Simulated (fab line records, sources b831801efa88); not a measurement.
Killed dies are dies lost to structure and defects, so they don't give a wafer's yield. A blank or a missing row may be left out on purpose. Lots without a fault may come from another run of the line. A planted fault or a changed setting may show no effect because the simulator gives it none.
fab line records | flow gf180mcu
record lots=14 wafers=42 last_day=34
route steps=602 shown V2@403 M3@425 M4@459
lots that met no fault: from a run of the same line without faults
start_h: hours from the record's first day to the start of the lot's first wafer shown | wait_h: hours since the lot's step before | " the same as in the row above | L1.1+2: a row that stands for several wafers | - no value, or no start given | * or withheld: withheld | < > ~ a bound
route shown NAME@n: a module of which the file shows steps, and the number in the route of the first | usual: mean/standard deviation of fault-free wafers | same: alike in all rows | chamber/n: place in a boat | sites: the reading at each site | _std_site: their standard deviation | _edge_site: outer sites' mean less inner sites' | radius_mm: how far each site lies from the wafer's centre | mask NAME#n: copy n | behind: the tool/chamber that last shaped the wafer | hold: why the lot was held/for how many hours/how that ended | device: the transistor (n, p or np) that didn't switch | end of line: the same wafers' tests at the end of the route | a step without rows: its recipe alone | killed: dies lost to structure and defects at the first sort, not the wafer's yield | map: a wafer's dies, x killed, . not, _ none there
set.NAME: the setting as run; set.NAME@STEP: as run at that earlier step | model.NAME: the simulator's own value behind a step, which no gauge read
steps of the route over a sample of lots; a table a step, a row a wafer
services: from which hour (start_h, from the record's first day; less than 0 if before it) a tool's chamber was out of use, for how many hours, and why
## steps
# step GF_V2_SPUTTER_21
# recipe material=Ti target_thk_nm=15 chamber_pressure_pa=5 power_w=2500 substrate_temp_c=200 time_s=80.02
# usual throttle_valve_pct=30.4/1.7
# columns lot.wafer tool chamber start_h wait_h throttle_valve_pct
L988.2 pvd_sputter-02 - 478.86 0.0 33.5
L988.5 " - " " 31.8
L988.6 " - " " 31.1
L990.2 pvd_sputter-04 - 498.48 0.0 28.2
L990.3 " - " " 31.6
L990.5 " - " " 29.1
L991.1 pvd_sputter-04 - 510.38 0.0 29.4
L991.2 " - " " 28.2
L991.5 " - " " 29.9
L992.2 pvd_sputter-04 - 516.75 0.0 28.1
L992.5 " - " " 29.3
L992.6 " - " " 31.5
L994.1 pvd_sputter-02 - 532.14 0.0 31.4
L994.2 " - " " 30.9
L994.5 " - " " 33.1
L995.1 pvd_sputter-04 - 539.72 0.0 29.8
L995.2 " - " " 29.5
L995.3 " - " " 31.4
L996.3 pvd_sputter-02 - 551.58 0.0 31.8
L996.4 " - " " 33.4
L996.6 " - " " 31.8
L997.2 pvd_sputter-04 - 561.68 0.0 31.4
L997.3 " - " " 29.1
L997.5 " - " " 29.7
L104.3 pvd_sputter-02 - 613.27 0.0 28.3
L104.4 " - " " 33.1
L104.5 " - " " 31.0
L105.3 pvd_sputter-02 - 616.93 0.0 28.6
L105.4 " - " " 31.4
L105.6 " - " " 32.0
L107.1 pvd_sputter-02 - 636.87 0.0 28.3
L107.3 " - " " 30.9
L107.4 " - " " 33.4
L106.1 pvd_sputter-02 - 638.64 0.0 31.7
L106.5 " - " " 33.2
L106.6 " - " " 31.4
L108.1 pvd_sputter-01 - 640.07 0.0 30.4
L108.2 " - " " 29.1
L108.4 " - " " 30.2
L109.3 pvd_sputter-01 - 648.28 0.0 27.6
L109.4 " - " " 30.1
L109.6 " - " " 28.9
# step GF_M3_METAL_ETCH_16
# recipe chemistry=Cl2/BCl3 mask_material=KrF target_depth_nm=627.5 stop_on=SiO2 pressure_mtorr=8 icp_w=800 bias_w=140 Cl2_flow_sccm=80 bcl3_flow_sccm=40 time_s=104.6
# usual drypump_motor_current_A=5.9/0.54 oes_product_au=0.973/0.0058 throttle_valve_pct=28.248/0.01
# columns lot.wafer tool chamber start_h wait_h drypump_motor_current_A oes_product_au rf_hours_counter_h throttle_valve_pct
L988.2 rie_metal-01 0 503.46 0.0 6.2 0.984 2 28.246
L988.5 " 0 " " 6.2 0.984 - 28.228
L988.6 " 1 " " 5.0 0.972 - 28.242
L990.2 rie_metal-04 1 522.91 0.0 6.1 0.962 9 28.251
L990.3 " 1 " " 6.1 0.980 - 28.255
L990.5 " 0 " " 6.3 0.976 - 28.246
L991.1 rie_metal-01 1 534.62 0.0 5.0 0.969 11 28.246
L991.2 " 0 " " 6.2 0.964 3 28.237
L991.5 " 1 " " 5.0 0.974 - 28.247
L992.2 rie_metal-03 0 541.07 0.0 5.6 0.971 3 28.225
L992.5 " 0 " " 5.6 0.972 - 28.253
L992.6 " 1 " " 4.8 0.974 - 28.258
L994.1 rie_metal-01 0 555.23 0.0 6.2 0.975 3 28.232
L994.2 " 0 " " 6.2 0.968 - 28.260
L994.5 " 0 " " 6.3 0.969 - 28.267
L995.1 rie_metal-04 0 562.57 0.0 6.3 0.974 4 28.255
L995.2 " 1 " " 6.1 0.968 10 28.271
L995.3 " 1 " " 6.1 0.978 - 28.235
L996.3 rie_metal-03 0 574.29 0.1 5.7 0.967 - 28.245
L996.4 " 1 " " 4.8 0.967 - 28.253
L996.6 " 1 " " 4.8 0.975 - 28.259
L997.2 rie_metal-04 0 584.62 0.0 6.3 0.976 5 28.227
L997.3 " 1 " " 6.1 0.975 - 28.254
L997.5 " 1 " " 6.1 0.981 - 28.229
L104.3 rie_metal-04 0 634.71 0.1 6.3 0.976 - 28.254
L104.4 " 1 " " 6.1 0.974 - 28.256
L104.5 " 1 " " 6.1 0.978 - 28.235
L105.3 rie_metal-04 1 638.49 0.1 6.1 0.973 - 28.238
L105.4 " 0 " " 6.3 0.978 - 28.238
L105.6 " 0 " " 6.3 0.980 - 28.229
L107.1 rie_metal-04 0 657.22 0.0 6.3 0.977 7 28.248
L107.3 " 1 " " 6.1 0.972 - 28.254
L107.4 " 0 " " 6.3 0.975 - 28.245
L106.1 rie_metal-01 0 658.77 0.0 6.2 0.968 7 28.257
L106.5 " 1 " " 5.1 0.966 - 28.259
L106.6 " 0 " " 6.2 0.979 - 28.244
L108.1 rie_metal-03 0 661.17 0.0 5.6 0.975 6 28.260
L108.2 " 1 " " 4.8 0.976 14 28.255
L108.4 " 0 " " 5.7 0.968 - 28.249
L109.3 rie_metal-04 0 668.56 0.1 6.3 0.970 - 28.240
L109.4 " 1 " " 6.1 0.974 - 28.250
L109.6 " 1 " " 6.1 0.972 - 28.266
# step GF_M4_SPUTTER_03
# recipe material=Ti target_thk_nm=10 substrate_temp_c=300 chamber_pressure_pa=0.3 power_w=3000 time_s=6.7
# usual throttle_valve_pct=29.5/1
# columns lot.wafer tool chamber start_h wait_h throttle_valve_pct
L988.2 pvd_sputter-01 - 528.76 0.0 29.1
L988.5 " - " " 28.0
L988.6 " - " " 30.1
L990.2 pvd_sputter-04 - 548.86 0.0 30.1
L990.3 " - " " 29.3
L990.5 " - " " 28.3
L991.1 pvd_sputter-03 - 560.45 0.0 28.8
L991.2 " - " " 28.8
L991.5 " - " " 28.8
L992.2 pvd_sputter-04 - 567.01 0.0 28.3
L992.5 " - " " 30.2
L992.6 " - " " 28.2
L994.1 pvd_sputter-04 - 580.17 0.0 28.1
L994.2 " - " " 29.2
L994.5 " - " " 28.5
L995.1 pvd_sputter-03 - 587.62 0.0 28.7
L995.2 " - " " 28.7
L995.3 " - " " 30.6
L996.3 pvd_sputter-03 - 598.57 0.0 29.2
L996.4 " - " " 28.8
L996.6 " - " " 28.3
L997.2 pvd_sputter-03 - 607.79 0.0 29.2
L997.3 " - " " 30.7
L997.5 " - " " 30.8
L105.3 pvd_sputter-03 - 660.18 0.0 29.1
L105.4 " - " " 30.9
L105.6 " - " " 28.7
L104.3 pvd_sputter-04 - 661.37 0.0 30.2
L104.4 " - " " 31.5
L104.5 " - " " 31.3
L107.1 pvd_sputter-03 - 679.47 0.0 30.6
L107.3 " - " " 29.3
L107.4 " - " " 28.7
L106.1 pvd_sputter-04 - 680.54 0.0 31.8
L106.5 " - " " 29.1
L106.6 " - " " 28.1
L108.1 pvd_sputter-04 - 683.87 0.0 30.1
L108.2 " - " " 29.4
L108.4 " - " " 30.3
L109.3 pvd_sputter-01 - 690.33 0.0 29.1
L109.4 " - " " 30.2
L109.6 " - " " 29.1
# step GF_M4_DEVELOP_13
# recipe develop_time_s=60 dev_temp_c=21
# usual chill_plate_temp_C=23.00/0.1 develop_time_s=60/0
# columns lot.wafer tool chamber start_h wait_h chill_plate_temp_C develop_time_s
L988.2 litho_track-03 0 551.38 0.2 23.09 60
L988.5 " 0 " " 22.96 60
L988.6 " 0 " " 23.07 60
L990.2 litho_track-01 0 570.78 0.2 22.79 60
L990.3 " 0 " " 22.81 60
L990.5 " 0 " " 22.88 60
L991.1 litho_track-03 0 581.90 0.2 23.05 60
L991.2 " 0 " " 23.01 60
L991.5 " 0 " " 23.00 60
L992.2 litho_track-03 0 588.18 0.2 23.18 60
L992.5 " 0 " " 23.07 60
L992.6 " 0 " " 23.23 60
L994.1 litho_track-03 0 601.35 0.2 23.35 60
L994.2 " 0 " " 23.01 60
L994.5 " 0 " " 22.95 60
L995.1 litho_track-03 0 607.90 0.2 23.04 60
L995.2 " 0 " " 23.09 60
L995.3 " 0 " " 22.94 60
L996.3 litho_track-04 0 619.21 0.1 22.99 60
L996.4 " 0 " " 22.87 60
L996.6 " 0 " " 23.03 60
L997.2 litho_track-03 0 627.63 0.2 22.80 60
L997.3 " 0 " " 22.88 60
L997.5 " 0 " " 22.97 60
L105.3 litho_track-03 - 679.20 0.1 - -
L105.4 " - " " - -
L105.6 " - " " - -
L104.3 litho_track-01 - 680.55 0.1 - -
L104.4 " - " " - -
L104.5 " - " " - -
L107.1 litho_track-04 0 697.36 0.2 23.00 60
L107.3 " 0 " " 23.18 60
L107.4 " 0 " " 22.91 60
L106.1 litho_track-01 0 699.15 0.2 22.99 60
L106.5 " 0 " " 23.07 60
L106.6 " 0 " " 23.04 60
L108.1 litho_track-04 0 702.76 0.2 22.95 60
L108.2 " 0 " " 23.07 60
L108.4 " 0 " " 22.91 60
L109.3 litho_track-01 0 708.30 0.1 23.06 60
L109.4 " 0 " " 23.07 60
L109.6 " 0 " " 22.92 60
## services
# columns tool chamber start_h hours kind
pvd_sputter-04 - 465.39 3.2 repair
pvd_sputter-04 - 473.15 0.6 repair
rie_metal-01 - 522.20 2.8 pm
rie_metal-01 1 526.49 6.4 repair
pvd_sputter-02 - 537.92 3.6 repair
rie_metal-01 1 540.55 - clean
rie_metal-01 1 540.55 25.8 scheduled_down
rie_metal-01 1 540.55 25.8 vent_cycle
rie_metal-01 - 544.60 0.6 repair
rie_metal-04 - 611.88 5.5 repair
rie_metal-03 0 630.43 22.6 repair
rie_metal-04 0 680.23 14.9 repair
rie_metal-04 - 683.24 0.9 repair
rie_metal-03 1 684.40 - clean
rie_metal-03 1 684.40 21.0 scheduled_down
rie_metal-03 1 684.40 21.0 vent_cycle
rie_metal-04 1 695.09 - clean
rie_metal-04 1 695.09 19.5 scheduled_down
rie_metal-04 1 695.09 19.5 vent_cycle
## key
first_sign step=GF_M4_DEVELOP_13 reading=tool_record direction=missing
effect none on later readings
met_at GF_M4_DEVELOP_13
struck_lots L104,L105
later_rows_left_out L104.3,L104.4,L104.5,L105.3,L105.4,L105.6
sort_left_out L104.3,L104.4,L104.5,L105.3,L105.4,L105.6
not_acting_at GF_V2_SPUTTER_21,GF_M3_METAL_ETCH_16,GF_M4_SPUTTER_03
onset_between 627.63 679.20
fault kind=skipped_step_whole tool=litho_track-01,litho_track-03 chamber=- onset_h=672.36 steps=GF_M4_DEVELOP_13 scope=struck_lots_only
# sort_left_out: the simulated sort isn't trusted on such a fault, so these wafers' sort isn't shown, and their yield isn't known
# later_rows_left_out: the simulator's readings of these wafers behind a module that went badly wrong aren't trusted and aren't shown, but for the sort
